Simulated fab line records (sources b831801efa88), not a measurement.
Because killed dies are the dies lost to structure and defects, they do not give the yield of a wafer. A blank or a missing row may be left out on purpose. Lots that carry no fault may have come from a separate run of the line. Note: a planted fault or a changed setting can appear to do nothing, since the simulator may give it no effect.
Which tool was responsible?    flow sfqLine    Sampling: 14 lots, 42 wafers, 3 of 325 route steps

== WHAT THE GAUGES SHOWED, per wafer ==
SFQ_M6_RS_MEAS_938: measures by four-point-probe.
lot   measured      on            M6_NB_RS (ohm/sq)
L666  day 59 03:00  filmMetro-03  0.878 0.886 0.873
L667  day 60 04:47  filmMetro-04  0.920 0.915 0.913
L668  day 60 06:00  filmMetro-03  0.877 0.889 0.890
L669  day 60 08:25  filmMetro-03  0.880 0.870 0.877
L670  day 64 07:44  filmMetro-02  0.893 0.886 0.887
L671  day 65 17:57  filmMetro-02  0.884 0.880 0.881
L673  day 65 21:32  filmMetro-02  0.888 0.900 0.902
L675  day 66 01:08  filmMetro-02  0.890 0.894 0.901
L679  day 71 12:11  filmMetro-04  0.589 0.887 0.590
L681  day 71 20:26  filmMetro-03  0.915 0.895 0.886
L682  day 71 22:49  filmMetro-02  0.899 0.590 0.593
L685  day 72 10:35  filmMetro-03  0.883 0.903 0.890
L687  day 72 15:25  filmMetro-04  0.872 0.872 0.878
L689  day 73 03:26  filmMetro-04  0.881 0.885 0.886

== WHICH TOOL RAN EACH LOT (tool, then ch and the chambers of the sampled wafers, then the start) ==
lot   SFQ_TRILAYER_M5_STRIP_STRIP_127   SFQ_TRILAYER_M6_DEP_SPUTTER_157
L666  rieMetal-01 ch 0,1, day 52 08:52  pvdSputter-06, day 59 02:53
L667  rieMetal-03 ch 0,1, day 52 10:04  pvdSputter-04, day 60 04:41
L668  rieMetal-01 ch 0,1, day 52 11:16  pvdSputter-04, day 60 05:55
L669  rieMetal-03 ch 0,1, day 52 12:28  pvdSputter-06, day 60 08:19
L670  rieMetal-01 ch 0,1, day 54 18:19  pvdSputter-06, day 64 07:38
L671  rieMetal-03 ch 0,1, day 54 20:43  pvdSputter-06, day 65 17:50
L673  rieMetal-01 ch 0,1, day 55 01:04  pvdSputter-04, day 65 21:26
L675  rieMetal-01 ch 0,1, day 55 19:08  pvdSputter-05, day 66 01:02
L679  rieMetal-03 ch 0,1, day 60 19:36  pvdSputter-06, day 71 12:04
L681  rieMetal-03 ch 0,1, day 62 04:51  pvdSputter-04, day 71 20:19
L682  rieMetal-04 ch 0,1, day 62 05:51  pvdSputter-06, day 71 22:42
L685  rieMetal-01 ch 0,1, day 62 09:27  pvdSputter-04, day 72 10:30
L687  rieMetal-04 ch 0,1, day 67 09:23  pvdSputter-05, day 72 15:18
L689  rieMetal-03 ch 0,1, day 68 13:35  pvdSputter-05, day 73 03:18
- SFQ_TRILAYER_M5_STRIP_STRIP_127: strips in O2.
- SFQ_TRILAYER_M6_DEP_SPUTTER_157: material Nb, target thk 200 nm, time 133.3 s.

== AS READ BY THE TOOLS THEMSELVES (means over the sampled wafers that have a number; for cases with no such wafer, the mark the record gives instead) ==
SFQ_TRILAYER_M5_STRIP_STRIP_127.
lot   tool         drypumpMotorCurrentA (A)  oesProductAu (a.u.)  platenTempC (C)
L666  rieMetal-01  6.0                       1.001                40.07
L667  rieMetal-03  5.7                       0.999                39.91
L668  rieMetal-01  5.9                       1.001                39.94
L669  rieMetal-03  5.9                       1.000                40.02
L670  rieMetal-01  5.6                       1.004                39.90
L671  rieMetal-03  5.9                       1.001                40.02
L673  rieMetal-01  5.6                       1.000                39.99
L675  rieMetal-01  5.6                       0.995                39.98
L679  rieMetal-03  5.9                       0.983                39.93
L681  rieMetal-03  5.9                       0.983                39.96
L682  rieMetal-04  5.1                       1.017                39.90
L685  rieMetal-01  6.0                       1.013                40.07
L687  rieMetal-04  5.1                       1.017                40.08
L689  rieMetal-03  5.7                       0.996                39.93

SFQ_TRILAYER_M6_DEP_SPUTTER_157.
lot   tool           throttleValvePct (%)
L666  pvdSputter-06  29.9
L667  pvdSputter-04  31.0
L668  pvdSputter-04  29.6
L669  pvdSputter-06  30.0
L670  pvdSputter-06  29.5
L671  pvdSputter-06  28.9
L673  pvdSputter-04  31.7
L675  pvdSputter-05  29.2
L679  pvdSputter-06  29.1
L681  pvdSputter-04  30.3
L682  pvdSputter-06  29.6
L685  pvdSputter-04  30.5
L687  pvdSputter-05  29.1
L689  pvdSputter-05  29.3

== THE ANSWER, worked out from the rows above alone ==
Rule: what is usual is taken from the lots themselves. The widest of any qualifying gaps counts: lots, ordered by their means at a reading, are off when they make up no more than a third of the lots, leave a main group of 4 or more, and stand apart from it by 3 or more times the standard deviation of that group's means. A main group is skipped when, at the precision printed for the reading in the tables above, its means are all equal. Also off: a lot with no number at a reading for which 4 or more lots have one. Any other lot the step has rows for is counted as sound. Order of review: gauges by route order, followed by the tools' own readings, for which a lot's mean as printed above is used. The first step at which some lot is off is used, and at that step the reading that is off furthest; a lot without a number counts as furthest.
Off: at SFQ_M6_RS_MEAS_938 (M6_NB_RS), L679, L682. Main group: mean 0.889 ohm/sq, sd 0.011.
A tool fits if, at a process step before that reading, it ran every lot that is off, and no sound lot after the first of them. The gauges at SFQ_M6_RS_MEAS_938 are tried like those tools. One fits: pvdSputter-06 at SFQ_TRILAYER_M6_DEP_SPUTTER_157. A fault onset in the window from L671 (day 65 17:50, its last sound lot) to L679 (day 71 12:04, its first lot off) fits.

== WHAT HAD BEEN PUT IN BY THE SIMULATOR ==
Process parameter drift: pvdSputter-06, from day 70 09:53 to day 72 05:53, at SFQ_TRILAYER_M6_DEP_SPUTTER_157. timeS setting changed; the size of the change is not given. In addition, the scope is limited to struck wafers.
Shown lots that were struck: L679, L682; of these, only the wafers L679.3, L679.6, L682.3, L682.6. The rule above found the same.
